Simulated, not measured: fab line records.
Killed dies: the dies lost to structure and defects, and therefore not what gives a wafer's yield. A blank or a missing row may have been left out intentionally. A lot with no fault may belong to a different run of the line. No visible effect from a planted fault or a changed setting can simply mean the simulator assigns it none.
Chamber matching + flow gf180mcu + GF_V4_ETCH_16 on rieDiel-04 has 4 sister chambers
The step etches BARC in N2/H2. 4 wafers are shown with their chamber, then 12 later ones without.

== WAFERS PAIRED WITH THEIR CHAMBERS ==
| wafer  | chamber | drypumpMotorCurrentA (A) |
|--------|---------|--------------------------|
| L080.6 | 2       | 5.4                      |
| L094.1 | 3       | 6.0                      |
| L094.2 | 1       | 5.9                      |
| L094.3 | 0       | 6.2                      |

== WAFERS WHOSE CHAMBER IS MISSING ==
| wafer  | drypumpMotorCurrentA (A) |
|--------|--------------------------|
| L094.4 | 5.4                      |
| L094.5 | 6.0                      |
| L094.6 | 5.4                      |
| L095.2 | 6.2                      |
| L095.4 | 6.0                      |
| L095.6 | 5.8                      |
| L097.1 | 5.4                      |
| L097.2 | 6.2                      |
| L097.3 | 6.0                      |
| L097.4 | 5.9                      |
| L097.5 | 6.2                      |
| L097.6 | 5.8                      |

== WHICH CHAMBER EACH ONE RAN IN ==
| wafer  | from the rows above | in truth |
|--------|---------------------|----------|
| L094.4 | 2                   | 2        |
| L094.5 | 3                   | 3        |
| L094.6 | 2                   | 2        |
| L095.2 | 0                   | 0        |
| L095.4 | 3                   | 3        |
| L095.6 | 1                   | 1        |
| L097.1 | 2                   | 2        |
| L097.2 | 0                   | 0        |
| L097.3 | 3                   | 3        |
| L097.4 | 1                   | 1        |
| L097.5 | 0                   | 0        |
| L097.6 | 1                   | 1        |
Correct placement for 12 of the 12. Number that these rows cannot place: 0. Wrongly placed: 0.
How it was worked out, from the rows above alone: a wafer's distance from a chamber is the root of the sum, over the readings, of the square of ((its reading less the chamber's mean) divided by the reading's scatter). The wafer belongs to the nearest chamber; if the next one is less than 2 further off, it can't be placed. Each chamber's mean is taken over the wafers shown for it. The scatter (one wafer shown for each chamber): square how far every hidden wafer sits from the nearest shown wafer, average those squares and take the square root.
